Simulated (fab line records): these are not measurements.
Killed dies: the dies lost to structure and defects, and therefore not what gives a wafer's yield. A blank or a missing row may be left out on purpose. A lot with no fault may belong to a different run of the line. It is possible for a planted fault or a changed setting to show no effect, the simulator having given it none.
fab line records -- flow gf180mcu
record lots=12, wafers=36, last-day=33
route steps=602 shown V4@491 TOP_METAL@576
lots with no fault: from the same line, run without faults
start-h: hours from the record's opening day to when the first of the lot's shown wafers began -- wait-h: time in hours since the lot's previous step -- " same as the row above -- L1.1+2: several wafers, shown together as one row -- - no value present, or no start provided -- * or withheld: withheld -- < > ~ a bound
route shown NAME@n: a module of which the file shows steps, and the number in the route of the first -- usual: the fault-free wafers' mean and standard deviation -- same: alike in all rows -- chamber/n: place in a boat -- sites: readings site by site -- _std_site: the standard deviation of these -- _edge_site: outer sites' mean less inner sites' -- radius-mm: how far each site lies from the wafer's centre -- mask NAME#n: copy n -- behind: tool/chamber where the wafer was last shaped -- hold: why the lot was held/for how many hours/how that ended -- device: the n, p or np transistor that did not switch -- end of line: the tests these same wafers got at the end of their route -- step lacking rows: just its recipe -- killed: the dies lost at the first sort to structure and to defects; this is not the yield of the wafer -- map: a wafer's dies, marking killed ones x, the rest . and places with no die _
set.NAME: the run value of the setting; set.NAME@STEP: its run value at that earlier step -- model.NAME: the simulator's own value behind a step, which no gauge read
one table for each step of the route and one row for each wafer, over a sample of lots
services: when a tool's chamber went out of use (start-h, in hours from the record's first day, below 0 if earlier), for how many hours, and the reason
## steps
# step GF_V4_OVL_MEAS_15
# usual V4_OVL=0/5.2
lot.wafer,tool,chamber,start-h,wait-h,V4_OVL[nm]
L215.1,overlay-02,-,575.91,0.1,-1
L215.2,overlay-02,-,575.91,0.1,-6
L215.3,overlay-02,-,575.91,0.1,4
L217.2,overlay-01,-,578.99,0.1,4
L217.3,overlay-01,-,578.99,0.1,2
L217.6,overlay-01,-,578.99,0.1,2
L218.1,overlay-02,-,594.70,0.1,5
L218.2,overlay-02,-,594.70,0.1,-3
L218.5,overlay-02,-,594.70,0.1,-2
L220.1,overlay-01,-,621.20,0.1,8
L220.4,overlay-01,-,621.20,0.1,0
L220.6,overlay-01,-,621.20,0.1,-1
L222.1,overlay-02,-,625.46,0.1,-10
L222.2,overlay-02,-,625.46,0.1,-6
L222.3,overlay-02,-,625.46,0.1,-5
L224.4,overlay-01,-,640.81,0.1,3
L224.5,overlay-01,-,640.81,0.1,0
L224.6,overlay-01,-,640.81,0.1,0
L225.1,overlay-01,-,645.71,0.1,-4
L225.3,overlay-01,-,645.71,0.1,-9
L225.6,overlay-01,-,645.71,0.1,-2
L227.2,overlay-01,-,666.22,0.1,4
L227.3,overlay-01,-,666.22,0.1,-4
L227.5,overlay-01,-,666.22,0.1,-6
L228.1,overlay-02,-,667.93,0.1,8
L228.4,overlay-02,-,667.93,0.1,-1
L228.6,overlay-02,-,667.93,0.1,6
L232.3,overlay-01,-,691.82,0.1,0
L232.4,overlay-01,-,691.82,0.1,3
L232.6,overlay-01,-,691.82,0.1,15
L233.2,overlay-02,-,706.12,0.1,-8
L233.3,overlay-02,-,706.12,0.1,1
L233.4,overlay-02,-,706.12,0.1,1
L235.2,overlay-02,-,711.35,0.1,2
L235.5,overlay-02,-,711.35,0.1,-6
L235.6,overlay-02,-,711.35,0.1,4
# step GF_V4_CVD_23
# recipe material=W, target-thk-nm=350, time-s=104.9, temp-c=400, pressure-torr=40
# usual heater-power-w=924/59
lot.wafer,tool,chamber,start-h,wait-h,heater-power-w
L215.1,cvd-w-02,1,576.71,0.0,892
L215.2,cvd-w-02,0,576.71,0.0,997
L215.3,cvd-w-02,0,576.71,0.0,960
L217.2,cvd-w-02,1,579.78,0.0,875
L217.3,cvd-w-02,1,579.78,0.0,862
L217.6,cvd-w-02,0,579.78,0.0,936
L218.1,cvd-w-01,0,595.84,0.0,886
L218.2,cvd-w-01,1,595.84,0.0,981
L218.5,cvd-w-01,0,595.84,0.0,852
L220.1,cvd-w-02,0,621.99,0.0,978
L220.4,cvd-w-02,0,621.99,0.0,971
L220.6,cvd-w-02,1,621.99,0.0,898
L222.1,cvd-w-02,0,626.26,0.0,962
L222.2,cvd-w-02,1,626.26,0.0,869
L222.3,cvd-w-02,1,626.26,0.0,886
L224.4,cvd-w-02,0,641.63,0.1,987
L224.5,cvd-w-02,0,641.63,0.1,957
L224.6,cvd-w-02,1,641.63,0.1,882
L225.1,cvd-w-02,1,646.54,0.0,868
L225.3,cvd-w-02,0,646.54,0.0,978
L225.6,cvd-w-02,0,646.54,0.0,962
L227.2,cvd-w-02,1,667.01,0.0,856
L227.3,cvd-w-02,1,667.01,0.0,867
L227.5,cvd-w-02,0,667.01,0.0,974
L228.1,cvd-w-01,0,668.73,0.0,864
L228.4,cvd-w-01,1,668.73,0.0,1004
L228.6,cvd-w-01,0,668.73,0.0,855
L232.3,cvd-w-02,1,692.68,0.1,886
L232.4,cvd-w-02,0,692.68,0.1,965
L232.6,cvd-w-02,1,692.68,0.1,870
L233.2,cvd-w-02,1,706.91,0.0,899
L233.3,cvd-w-02,1,706.91,0.0,876
L233.4,cvd-w-02,0,706.91,0.0,975
L235.2,cvd-w-02,1,712.14,0.0,863
L235.5,cvd-w-02,0,712.14,0.0,1009
L235.6,cvd-w-02,1,712.14,0.0,880
# step GF_TOP_METAL_COAT_09
# recipe resist=NOVOLAK, spin-rpm=3000, resist-thk-nm=1500
# usual chill-plate-temp-C=22.99/0.091, dispense-pressure-kPa=50.2/2.4
lot.wafer,tool,chamber,start-h,wait-h,chill-plate-temp-C,dispense-pressure-kPa
L215.1,litho-track-03,0,653.01,0.1,22.99,48.9
L215.2,litho-track-03,0,653.01,0.1,22.95,48.9
L215.3,litho-track-03,0,653.01,0.1,23.06,48.9
L217.2,litho-track-04,0,655.30,0.1,23.00,48.2
L217.3,litho-track-04,0,655.30,0.1,22.97,48.2
L217.6,litho-track-04,0,655.30,0.1,23.01,48.1
L218.1,litho-track-01,0,670.24,0.1,22.95,53.6
L218.2,litho-track-01,0,670.24,0.1,22.97,53.6
L218.5,litho-track-01,0,670.24,0.1,22.96,53.6
L220.1,litho-track-01,0,694.54,0.1,22.83,53.6
L220.4,litho-track-01,0,694.54,0.1,23.04,53.6
L220.6,litho-track-01,0,694.54,0.1,22.97,53.6
L222.1,litho-track-03,0,698.86,0.1,23.01,48.9
L222.2,litho-track-03,0,698.86,0.1,23.13,48.9
L222.3,litho-track-03,0,698.86,0.1,22.95,48.9
L224.4,litho-track-01,0,712.51,0.1,22.96,53.5
L224.5,litho-track-01,0,712.51,0.1,22.88,53.6
L224.6,litho-track-01,0,712.51,0.1,23.04,53.5
L225.1,litho-track-01,0,716.74,0.1,22.95,53.5
L225.3,litho-track-01,0,716.74,0.1,23.02,53.6
L225.6,litho-track-01,0,716.74,0.1,22.88,53.6
L227.2,litho-track-01,0,734.71,0.1,22.96,53.6
L227.3,litho-track-01,0,734.71,0.1,22.95,53.6
L227.5,litho-track-01,0,734.71,0.1,23.01,53.6
L228.1,litho-track-04,0,737.63,0.1,23.14,48.2
L228.4,litho-track-04,0,737.63,0.1,23.10,48.2
L228.6,litho-track-04,0,737.63,0.1,23.19,48.2
L232.3,litho-track-04,0,758.77,0.1,23.05,48.2
L232.4,litho-track-04,0,758.77,0.1,22.97,48.2
L232.6,litho-track-04,0,758.77,0.1,23.05,48.2
L233.2,litho-track-04,0,771.15,0.1,22.99,48.2
L233.3,litho-track-04,0,771.15,0.1,23.06,48.2
L233.4,litho-track-04,0,771.15,0.1,22.90,48.2
L235.2,litho-track-03,0,774.83,0.1,22.97,48.8
L235.5,litho-track-03,0,774.83,0.1,23.08,48.9
L235.6,litho-track-03,0,774.83,0.1,22.99,48.9
# step GF_TOP_METAL_CD_MEAS_14
# recipe target-cd-nm=440
# usual cd-nm=439.7/2
lot.wafer,tool,chamber,start-h,wait-h,cd-nm
L215.1,cd-sem-02,-,663.69,0.1,441.0
L215.2,cd-sem-02,-,663.69,0.1,441.2
L215.3,cd-sem-02,-,663.69,0.1,439.1
L217.2,cd-sem-01,-,665.60,0.1,437.9
L217.3,cd-sem-01,-,665.60,0.1,439.4
L217.6,cd-sem-01,-,665.60,0.1,437.6
L218.1,cd-sem-01,-,679.94,0.1,439.2
L218.2,cd-sem-01,-,679.94,0.1,436.8
L218.5,cd-sem-01,-,679.94,0.1,439.2
L220.1,cd-sem-01,-,704.44,0.1,433.8
L220.4,cd-sem-01,-,704.44,0.1,434.5
L220.6,cd-sem-01,-,704.44,0.1,434.9
L222.1,cd-sem-02,-,708.36,0.1,441.4
L222.2,cd-sem-02,-,708.36,0.1,440.4
L222.3,cd-sem-02,-,708.36,0.1,440.7
L224.4,cd-sem-01,-,721.67,0.1,438.4
L224.5,cd-sem-01,-,721.67,0.1,437.3
L224.6,cd-sem-01,-,721.67,0.1,437.8
L225.1,cd-sem-01,-,726.58,0.1,437.5
L225.3,cd-sem-01,-,726.58,0.1,439.4
L225.6,cd-sem-01,-,726.58,0.1,440.4
L227.2,cd-sem-01,-,743.45,0.1,442.0
L227.3,cd-sem-01,-,743.45,0.1,439.2
L227.5,cd-sem-01,-,743.45,0.1,442.3
L228.1,cd-sem-01,-,746.74,0.1,440.2
L228.4,cd-sem-01,-,746.74,0.1,440.6
L228.6,cd-sem-01,-,746.74,0.1,439.7
L232.3,cd-sem-02,-,767.48,0.1,461.9
L232.4,cd-sem-02,-,767.48,0.1,463.4
L232.6,cd-sem-02,-,767.48,0.1,462.2
L233.2,cd-sem-01,-,778.61,0.1,460.9
L233.3,cd-sem-01,-,778.61,0.1,464.4
L233.4,cd-sem-01,-,778.61,0.1,463.1
L235.2,cd-sem-01,-,783.13,0.1,439.9
L235.5,cd-sem-01,-,783.13,0.1,440.4
L235.6,cd-sem-01,-,783.13,0.1,439.1
# step GF_TOP_METAL_OVL_MEAS_15
# usual TOP_METAL_OVL=-0.9/1.3
lot.wafer,tool,chamber,start-h,wait-h,TOP_METAL_OVL[nm]
L215.1,overlay-02,-,663.81,0.1,-0.3
L215.2,overlay-02,-,663.81,0.1,-1.2
L215.3,overlay-02,-,663.81,0.1,-1.6
L217.2,overlay-02,-,665.70,0.1,-1.5
L217.3,overlay-02,-,665.70,0.1,-1.3
L217.6,overlay-02,-,665.70,0.1,-0.4
L218.1,overlay-02,-,680.06,0.1,-1.8
L218.2,overlay-02,-,680.06,0.1,-0.4
L218.5,overlay-02,-,680.06,0.1,-0.7
L220.1,overlay-01,-,704.56,0.1,-0.2
L220.4,overlay-01,-,704.56,0.1,0.6
L220.6,overlay-01,-,704.56,0.1,-0.5
L222.1,overlay-01,-,708.48,0.1,-2.3
L222.2,overlay-01,-,708.48,0.1,-0.9
L222.3,overlay-01,-,708.48,0.1,-2.6
L224.4,overlay-01,-,721.75,0.1,-2.1
L224.5,overlay-01,-,721.75,0.1,-1.5
L224.6,overlay-01,-,721.75,0.1,-2.4
L225.1,overlay-01,-,726.70,0.1,-0.2
L225.3,overlay-01,-,726.70,0.1,0.7
L225.6,overlay-01,-,726.70,0.1,0.8
L227.2,overlay-01,-,743.55,0.1,-0.8
L227.3,overlay-01,-,743.55,0.1,-0.6
L227.5,overlay-01,-,743.55,0.1,-1.4
L228.1,overlay-01,-,746.86,0.1,-1.0
L228.4,overlay-01,-,746.86,0.1,-0.5
L228.6,overlay-01,-,746.86,0.1,-0.2
L232.3,overlay-02,-,767.57,0.1,-0.4
L232.4,overlay-02,-,767.57,0.1,-1.4
L232.6,overlay-02,-,767.57,0.1,-2.4
L233.2,overlay-01,-,778.71,0.1,0.5
L233.3,overlay-01,-,778.71,0.1,-1.3
L233.4,overlay-01,-,778.71,0.1,-1.1
L235.2,overlay-01,-,783.24,0.1,-1.2
L235.5,overlay-01,-,783.24,0.1,-0.8
L235.6,overlay-01,-,783.24,0.1,-2.2
# step GF_TOP_METAL_STRIP_17
# recipe chemistry=O2/N2, power-w=1400, pressure-mtorr=1500, platen-temp-c=250, o2-flow-sccm=3000, n2-flow-sccm=300, overash-fraction=0.5
# usual drypump-motor-current-A=5.9/0.46, heater-power-w=329/31, oes-product-au=0.710/0.0047, strip-time-to-endpoint-s=13.46/0.081
lot.wafer,tool,chamber,start-h,wait-h,drypump-motor-current-A,heater-power-w,oes-product-au,rf-hours-counter-h,strip-time-to-endpoint-s
L215.1,plasma-asher-02,0,664.02,0.1,5.5,380,0.712,26,13.56
L215.2,plasma-asher-02,1,664.02,0.1,5.8,324,0.707,26,13.39
L215.3,plasma-asher-02,0,664.02,0.1,5.4,372,0.708,-,13.49
L217.2,plasma-asher-02,1,665.91,0.1,5.8,334,0.710,26,13.48
L217.3,plasma-asher-02,1,665.91,0.1,5.8,331,0.721,-,13.46
L217.6,plasma-asher-02,0,665.91,0.1,5.5,368,0.707,-,13.51
L218.1,plasma-asher-01,1,680.27,0.1,5.7,288,0.710,61,13.56
L218.2,plasma-asher-01,0,680.27,0.1,6.8,353,0.703,61,13.57
L218.5,plasma-asher-01,1,680.27,0.1,5.7,303,0.717,-,13.55
L220.1,plasma-asher-02,0,704.77,0.1,5.4,374,0.715,30,13.42
L220.4,plasma-asher-02,0,704.77,0.1,5.4,371,0.701,-,13.39
L220.6,plasma-asher-02,0,704.77,0.1,5.4,362,0.711,-,13.34
L222.1,plasma-asher-01,0,708.69,0.1,6.8,361,0.723,64,13.64
L222.2,plasma-asher-01,1,708.69,0.1,5.6,287,0.704,64,13.54
L222.3,plasma-asher-01,1,708.69,0.1,5.7,290,0.710,-,13.55
L224.4,plasma-asher-01,0,721.97,0.1,6.8,354,0.701,-,13.55
L224.5,plasma-asher-01,0,721.97,0.1,6.8,362,0.707,-,13.47
L224.6,plasma-asher-01,1,721.97,0.1,5.7,293,0.715,-,13.44
L225.1,plasma-asher-02,1,726.91,0.1,5.8,329,0.702,31,13.48
L225.3,plasma-asher-02,0,726.91,0.1,5.5,371,0.707,-,13.54
L225.6,plasma-asher-02,0,726.91,0.1,5.5,371,0.704,-,13.47
L227.2,plasma-asher-01,0,743.76,0.1,6.8,359,0.712,69,13.36
L227.3,plasma-asher-01,1,743.76,0.1,5.7,290,0.706,-,13.39
L227.5,plasma-asher-01,1,743.76,0.1,5.7,286,0.711,-,13.35
L228.1,plasma-asher-02,1,747.07,0.1,5.8,330,0.703,33,13.49
L228.4,plasma-asher-02,0,747.07,0.1,5.4,376,0.716,-,13.48
L228.6,plasma-asher-02,1,747.07,0.1,5.9,338,0.712,-,13.52
L232.3,plasma-asher-01,0,767.80,0.1,6.8,355,0.706,-,16.70
L232.4,plasma-asher-01,1,767.80,0.1,5.6,294,0.713,-,16.65
L232.6,plasma-asher-01,0,767.80,0.1,6.8,361,0.710,-,16.77
L233.2,plasma-asher-01,1,778.92,0.1,5.6,286,0.717,73,16.69
L233.3,plasma-asher-01,1,778.92,0.1,5.6,286,0.711,-,16.75
L233.4,plasma-asher-01,0,778.92,0.1,6.8,352,0.707,-,16.69
L235.2,plasma-asher-01,1,783.44,0.1,5.7,297,0.717,73,13.33
L235.5,plasma-asher-01,1,783.44,0.1,5.6,289,0.708,-,13.41
L235.6,plasma-asher-01,0,783.44,0.1,6.8,352,0.718,-,13.34
## services
tool,chamber,start-h,hours,kind
plasma-asher-02,-,681.69,3.1,repair
plasma-asher-02,-,687.86,1.9,repair
cvd-w-01,-,689.93,0.3,repair
plasma-asher-02,-,709.11,14.6,pm
cvd-w-02,1,741.82,10.0,repair
## key
first-sign step=GF_TOP_METAL_CD_MEAS_14, reading=cd-nm, direction=up, sigmas=12, usual=439.7, struck=462.6
effect step=GF_TOP_METAL_STRIP_17, reading=strip-time-to-endpoint-s, direction=up, sigmas=40, usual=*, struck=*
met-at GF_TOP_METAL_COAT_09
struck-lots L232,L233
not-acting-at GF_V4_OVL_MEAS_15,GF_V4_CVD_23,GF_TOP_METAL_OVL_MEAS_15
onset-between 737.63 758.77
fault kind=process-parameter-drift, tool=litho-track-04, chamber=-, onset-h=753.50, steps=GF_TOP_METAL_COAT_09, channel=resist-thk-nm, offset=*, shape=step, end-h=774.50, acts-in=*, stated=*
